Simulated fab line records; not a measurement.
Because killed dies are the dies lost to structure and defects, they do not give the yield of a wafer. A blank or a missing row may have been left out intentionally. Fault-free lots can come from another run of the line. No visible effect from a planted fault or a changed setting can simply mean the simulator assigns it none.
Comparing a struck lot with a sound one / flow sky130 / 30 out of 708 route steps
Sound: wafers L168.1, L168.4, L168.5. Struck: wafers L157.3, L157.4, L157.5. The cause is given at the end.
At each step with rows: each side's tool, then ch and its chambers, then its first start. Under that, the readings that differ: sound wafers / struck wafers / difference of the means / sigmas: that difference in standard deviations of wafers without a fault.
alike: a reading whose means differ by less than 2 such deviations, as well as words and numbers matching on both sides. not compared: withheld readings; readings where some wafer has no value; bounds like >300 that might hide an equal value; numbers whose values overlap and for which the record gives no deviation.
The two part at a step that has a row with sigmas, a row that says differs or no value, or rows on one side only. Numbers that don't overlap but have no deviation are shown without sigmas and don't part them. Lack of a reading on every wafer of one side parts them only where that side has two or more wafers.

first, 5 steps without rows for these wafers: SKY_SONOS_ONO_COAT_08 (resist thk 1140 nm); SKY_SONOS_ONO_SOFTBAKE_09 (time 60 s); SKY_SONOS_ONO_EXPOSE_10 (exposes mask ONOM, target cd 410 nm); SKY_SONOS_ONO_PEB_11; SKY_SONOS_ONO_DEVELOP_12 (develop time 60 s).
SKY_SONOS_ONO_CD_MEAS_13: target cd 410 nm.
  sound on cd_sem-02, day 18 23:24; struck on cd_sem-02, day 15 06:54
  alike: cd_nm
SKY_SONOS_ONO_OVL_MEAS_14:
  sound on overlay-01, day 18 23:31; struck on overlay-01, day 15 07:00
  alike: SONOS_ONO_OVL
SKY_SONOS_ONO_ETCH_15: etches the open film in CHF3/O2, target depth 19.52 nm, time 7.8 s.
  sound on rie_diel-02 ch 2,3, day 18 23:33; struck on rie_diel-01 ch 0,1,3, day 15 07:01
reading=throttle_valve_pct (%); sound=8.835 8.835 8.825; struck=8.823 8.795 8.815; difference=-0.021; sigmas=-2
  alike: drypump_motor_current_A, oes_product_au
  not compared: rf_hours_counter_h
then, 1 step without rows for these wafers: SKY_SONOS_ONO_WET_ETCH_16 (etches SiO2 in dHF, target depth 14 nm, time 280 s).
SKY_SONOS_ONO_STRIP_17: strips in O2/N2.
  sound on plasma_asher-04 ch 0,1, day 18 23:40; struck on plasma_asher-04 ch 0,1, day 15 07:10
  alike: drypump_motor_current_A, oes_product_au, strip_time_to_endpoint_s
  not compared: rf_hours_counter_h
then, 2 steps without rows for these wafers: SKY_SONOS_ONO_WET_ETCH_18 (etches Si3N4 in H3PO4, target depth 15 nm, time 172 s); SKY_GATE_OXIDE_CLEAN_00 (cleans in SC1/SC2, time 150 s).
SKY_GATE_OXIDE_OXIDATION_01: stabilise 600 s, purge 300 s, target thk 10.268 nm.
  sound on furnace-02 ch 0, day 18 23:57; struck on furnace-02 ch 0, day 15 08:59
  alike: tube_center_temp_C, zone_power_bottom_pct, zone_power_lower_pct
SKY_GATE_OXIDE_THK_MEAS_02:
  sound on film_metro-04, day 19 01:22; struck on film_metro-04, day 15 10:24
reading=GATE_OXIDE_OXIDATION_00_THK (nm); sound=10.32 10.55 10.33; struck=16.39 15.99 15.91; difference=+5.70; sigmas=+32
then, 7 steps without rows for these wafers: SKY_GATE_OXIDE_DEHYDRATE_03 (time 60 s); SKY_GATE_OXIDE_HMDS_04 (prime time 60 s); SKY_GATE_OXIDE_COAT_05 (resist thk 1140 nm); SKY_GATE_OXIDE_SOFTBAKE_06 (time 60 s); SKY_GATE_OXIDE_EXPOSE_07 (exposes mask LVOM, target cd 600 nm); SKY_GATE_OXIDE_PEB_08; SKY_GATE_OXIDE_DEVELOP_09 (develop time 60 s).
SKY_GATE_OXIDE_OVL_MEAS_10:
  sound on overlay-02, day 20 08:16; struck on overlay-01, day 16 12:29
  alike: GATE_OXIDE_OVL
then, 2 steps without rows for these wafers: SKY_GATE_OXIDE_IMPLANT_11; SKY_GATE_OXIDE_WET_ETCH_12 (etches SiO2 in dHF, target depth 16.8 nm, time 336 s).
SKY_GATE_OXIDE_STRIP_13: strips in O2/N2.
  sound on plasma_asher-04 ch 1, day 20 08:34; struck on plasma_asher-04 ch 0,1, day 16 12:55
  alike: drypump_motor_current_A, oes_product_au, strip_time_to_endpoint_s
  not compared: rf_hours_counter_h
SKY_GATE_OXIDE_TW_MEAS_14:
  sound on film_metro-04, day 20 08:40; struck on film_metro-04, day 16 13:00
  alike: GATE_OXIDE_TW
SKY_GATE_OXIDE_CLEAN_15: cleans in SC1/SC2, time 150 s.
  sound on wet_bench-02 ch 1, day 20 08:43; struck on wet_bench-02 ch 0, day 16 13:02
reading=model.SiO2_of_GATE_OXIDE_OXIDATION_01.thk_nm (nm); sound=9.982 10.2 10.01; struck=16.08 15.72 15.53; difference=+5.71; sigmas=
SKY_GATE_OXIDE_OXIDATION_16: stabilise 600 s, purge 300 s, target thk 3.57 nm.
  sound on furnace-02 ch 0, day 20 08:46; struck on furnace-02 ch 0, day 16 13:18
reading=model.SiO2_of_GATE_OXIDE_OXIDATION_01.thk_nm (nm); sound=11.7 11.95 11.77; struck=17.41 17.06 16.88; difference=+5.31; sigmas=
  alike: tube_center_temp_C, zone_power_bottom_pct, zone_power_lower_pct
then, 1 step without rows for these wafers: SKY_POLY_GATE_CVD_00 (deposits poly-Si, target thk 180 nm, time 720 s).
-- here the record skips 32 days between the struck wafers' starts before and after, leaving off in module POLY_GATE and picking up in module PAD_OPEN (first step shown: number 708 of the route) --
SKY_PAD_OPEN_PROBE_99:
  sound on prober-01, day 50 20:34; struck on prober-01, day 48 01:26
reading=model.etest.nfet_16v.r_on_ohm_um; sound=1.414e+04 1.417e+04 1.422e+04; struck=1.712e+04 1.685e+04 1.663e+04; difference=+2.690e+03; sigmas=
reading=model.etest.tip_sonos.rs_ohm_sq; sound=2639 2690 2648; struck=5186 4932 4772; difference=+2304; sigmas=
reading=model.etest.pfet_16v.r_on_ohm_um; sound=1.49e+04 1.51e+04 1.515e+04; struck=1.747e+04 1.736e+04 1.679e+04; difference=+2.157e+03; sigmas=
reading=model.etest.pfet_g5v0d10v5.r_on_ohm_um; sound=4748 4830 4777; struck=6230 6037 6104; difference=+1339; sigmas=
reading=model.etest.nfet_g5v0d10v5.r_on_ohm_um; sound=1859 1891 1873; struck=2379 2345 2374; difference=+492; sigmas=
reading=model.etest.tip_p.rs_ohm_sq; sound=6822 6812 6826; struck=7165 7112 7163; difference=+327; sigmas=
reading=model.etest.nfet_g5v0d10v5.drive_ua_um; sound=604.9 592.5 599.4; struck=405.1 418.4 420.4; difference=-184.3; sigmas=
reading=model.etest.pfet_01v8.r_on_ohm_um; sound=2876 2960 2917; struck=3131 3091 3172; difference=+214; sigmas=
  alike: killed_at_M0_to_M3, killed_at_M4_up, killed_at_contacts, killed_at_front_end, killed_at_other, killed_dies, killed_open, killed_short

## WHERE THEY PART
Last at SKY_GATE_OXIDE_THK_MEAS_02 as far as this record goes, first at SKY_SONOS_ONO_ETCH_15. Later steps at which nothing parts them and some readings are alike: SKY_GATE_OXIDE_OVL_MEAS_10, SKY_GATE_OXIDE_STRIP_13, SKY_GATE_OXIDE_TW_MEAS_14, SKY_GATE_OXIDE_OXIDATION_16, SKY_PAD_OPEN_PROBE_99.

WHY: what had been put in by the simulator
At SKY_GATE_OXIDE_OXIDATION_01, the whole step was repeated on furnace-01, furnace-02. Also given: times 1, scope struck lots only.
